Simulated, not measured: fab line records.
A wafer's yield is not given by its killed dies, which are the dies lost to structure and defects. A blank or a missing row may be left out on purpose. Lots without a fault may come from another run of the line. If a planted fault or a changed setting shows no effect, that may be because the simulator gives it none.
Which tool was responsible? ; flow sky130 ; 12 lots, 36 wafers sampled, at 5 steps of a route of 708

== WHAT THE GAUGES READ, wafer by wafer ==
No reading from a measuring or inspecting step in the record can be judged against a usual standard deviation.

== WHICH TOOL RAN EACH LOT (tool, then ch and the chambers of the sampled wafers, then the start) ==
lot;SKY_METAL2_STRIP_20;SKY_VIA2_SOFTBAKE_08;SKY_VIA2_SPUTTER_20;SKY_METAL3_SPUTTER_01;SKY_PAD_OPEN_PROBE_99
L844;plasmaAsher-01 ch 0,1, day 35 10:45;lithoTrack-02 ch 0, day 36 00:00;pvdSputter-04, day 36 14:20;pvdSputter-02, day 36 15:01;-
L846;plasmaAsher-02 ch 0,1, day 35 15:04;lithoTrack-02 ch 0, day 36 05:00;pvdSputter-04, day 36 19:28;pvdSputter-03, day 36 20:27;prober-01, day 46 06:32
L847;plasmaAsher-04 ch 0,1, day 36 02:36;lithoTrack-02 ch 0, day 36 17:00;pvdSputter-03, day 37 07:09;pvdSputter-04, day 37 07:50;-
L848;plasmaAsher-04 ch 0,1, day 36 10:26;lithoTrack-02 ch 0, day 37 01:00;pvdSputter-04, day 37 14:44;pvdSputter-04, day 37 15:28;-
L849;plasmaAsher-02 ch 0,1, day 36 17:11;lithoTrack-02 ch 0, day 37 07:00;pvdSputter-01, day 37 21:21;pvdSputter-02, day 37 22:02;-
L850;plasmaAsher-01 ch 0,1, day 36 22:19;lithoTrack-02 ch 0, day 37 12:00;pvdSputter-04, day 38 02:32;pvdSputter-02, day 38 03:14;-
L851;plasmaAsher-02 ch 0,1, day 37 09:21;lithoTrack-02 ch 0, day 37 23:00;pvdSputter-01, day 38 13:09;pvdSputter-02, day 38 13:55;-
L855;plasmaAsher-04 ch 0,1, day 38 17:22;lithoTrack-02 ch 0, day 39 07:00;pvdSputter-01, day 39 20:17;pvdSputter-03, day 39 20:58;-
L856;plasmaAsher-02 ch 0,1, day 38 22:39;lithoTrack-02 ch 0, day 39 11:00;pvdSputter-03, day 40 00:55;pvdSputter-03, day 40 01:52;-
L857;plasmaAsher-02 ch 0,1, day 40 05:34;lithoTrack-03 ch 0, day 40 18:00;pvdSputter-03, day 41 07:59;pvdSputter-03, day 41 08:40;-
L862;plasmaAsher-02 ch 0,1, day 40 10:25;lithoTrack-02 ch 0, day 40 23:00;pvdSputter-01, day 41 13:00;pvdSputter-02, day 41 13:42;-
L863;plasmaAsher-02 ch 0,1, day 40 13:21;lithoTrack-02 ch 0, day 41 03:00;pvdSputter-04, day 41 15:34;pvdSputter-03, day 41 16:16;-
- SKY_METAL2_STRIP_20: strips in O2/N2.
- SKY_VIA2_SOFTBAKE_08: time 90 s.
- SKY_VIA2_SPUTTER_20: material TiN, target thk 20 nm, time 80 s.
- SKY_METAL3_SPUTTER_01: material TiN, target thk 20 nm, time 16.7 s.
- SKY_PAD_OPEN_PROBE_99

== AS READ BY THE TOOLS THEMSELVES (means over the sampled wafers that have a number; for cases with no such wafer, the mark the record gives instead) ==
SKY_METAL2_STRIP_20. Usual: drypumpMotorCurrentA 5.8 A, standard deviation 0.5; oesProductAu 0.343 a.u., standard deviation 0.0046; stripTimeToEndpointS 2.69 s, standard deviation 0.035.
lot;tool;drypumpMotorCurrentA (A);oesProductAu (a.u.);stripTimeToEndpointS (s);flag
L844;plasmaAsher-01;5.6;0.347;2.69;
L846;plasmaAsher-02;6.0;0.343;2.68;
L847;plasmaAsher-04;5.8;0.339;2.68;
L848;plasmaAsher-04;5.8;0.340;2.70;
L849;plasmaAsher-02;6.0;0.345;2.77;
L850;plasmaAsher-01;5.5;0.346;2.73;
L851;plasmaAsher-02;5.5;0.344;2.76;
L855;plasmaAsher-04;5.9;0.344;2.66;
L856;plasmaAsher-02;5.5;0.341;2.71;
L857;plasmaAsher-02;5.5;0.346;2.70;
L862;plasmaAsher-02;5.5;0.347;2.69;
L863;plasmaAsher-02;6.0;0.343;2.70;

SKY_VIA2_SOFTBAKE_08. Usual: heaterPowerTotalW 57.36 W, standard deviation 0.11; runLengthS 119.14 s, standard deviation 0.14.
lot;tool;heaterPowerTotalW (W);runLengthS (s);flag
L844;lithoTrack-02;57.33;119.22;
L846;lithoTrack-02;57.37;119.29;
L847;lithoTrack-02;57.38;119.18;
L848;lithoTrack-02;57.27;119.27;
L849;lithoTrack-02;57.29;119.19;
L850;lithoTrack-02;57.38;119.16;
L851;lithoTrack-02;57.38;119.18;
L855;lithoTrack-02;57.31;119.25;
L856;lithoTrack-02;57.42;119.18;
L857;lithoTrack-03;57.35;118.96;
L862;lithoTrack-02;61.23;103.29;OFF
L863;lithoTrack-02;61.12;103.27;OFF

SKY_VIA2_SPUTTER_20. Usual: throttleValvePct 30.1 %, standard deviation 0.9.
lot;tool;throttleValvePct (%);flag
L844;pvdSputter-04;30.6;
L846;pvdSputter-04;29.5;
L847;pvdSputter-03;30.2;
L848;pvdSputter-04;30.2;
L849;pvdSputter-01;29.9;
L850;pvdSputter-04;30.0;
L851;pvdSputter-01;29.8;
L855;pvdSputter-01;30.2;
L856;pvdSputter-03;30.5;
L857;pvdSputter-03;30.2;
L862;pvdSputter-01;30.4;
L863;pvdSputter-04;29.6;

SKY_METAL3_SPUTTER_01. Usual: throttleValvePct 29.8 %, standard deviation 1.1.
lot;tool;throttleValvePct (%);flag
L844;pvdSputter-02;30.0;
L846;pvdSputter-03;30.4;
L847;pvdSputter-04;30.7;
L848;pvdSputter-04;29.2;
L849;pvdSputter-02;29.5;
L850;pvdSputter-02;29.6;
L851;pvdSputter-02;29.0;
L855;pvdSputter-03;30.4;
L856;pvdSputter-03;30.3;
L857;pvdSputter-03;30.5;
L862;pvdSputter-02;30.0;
L863;pvdSputter-03;30.6;

SKY_PAD_OPEN_PROBE_99. Usual: defectLimitedYield 82.7 %, standard deviation 2; killed_at_M0_to_M3 42, standard deviation 6.8; killed_at_M4_up 3.2, standard deviation 1.8; killedAtContacts 25, standard deviation 5.4; killedAtFrontEnd 15, standard deviation 4.5; killedAtOther 0.3, standard deviation 0.56; killedDies 85, standard deviation 9.7; killedOpen 46, standard deviation 7.1; killedShort 39, standard deviation 6.5; sort_bin_3_pad_short 0.9 %, standard deviation 0.42; sort_bin_5_function 10.4 %, standard deviation 1.5; sort_bin_6_memory 6.1 %, standard deviation 1.1; sortNPass 407, standard deviation 9.7; sortYieldPct 82.7 %, standard deviation 2.
lot;tool;defectLimitedYield (%);killed_at_M0_to_M3;killed_at_M4_up;killedAtContacts;killedAtFrontEnd;killedAtOther;killedDies;killedOpen;killedShort;sort_bin_3_pad_short (%);sort_bin_5_function (%);sort_bin_6_memory (%);sortNPass;sortYieldPct (%);flag
L846;prober-01;82.5;42;4.0;24;16;0.3;86;41;45;0.8;10.7;6.0;406;82.5;

== THE ANSWER, worked out from the rows above alone ==
Rule: lot off if the mean of its wafers having a number is beyond 3 standard deviations from the usual mean. Also off: a lot with no number at a reading for which 4 or more lots have one. Where the step has rows for the other lots, those lots are counted as sound. Order of review: gauges by route order, followed by the tools' own readings, for which a lot's mean as printed above is used. The first step at which some lot is off is used, and at that step the reading that is off furthest; a lot without a number counts as furthest.
Off: L862, L863, at SKY_VIA2_SOFTBAKE_08 (runLengthS).
If a tool, at that step or one of the process steps before it, ran each lot that is off and ran no sound lot following the first of them, it fits. 2 tools fit, plasmaAsher-02 at SKY_METAL2_STRIP_20 and lithoTrack-02 at SKY_VIA2_SOFTBAKE_08, so this cannot tell which one it is.

== WHAT THE SIMULATOR HAD INSERTED ==
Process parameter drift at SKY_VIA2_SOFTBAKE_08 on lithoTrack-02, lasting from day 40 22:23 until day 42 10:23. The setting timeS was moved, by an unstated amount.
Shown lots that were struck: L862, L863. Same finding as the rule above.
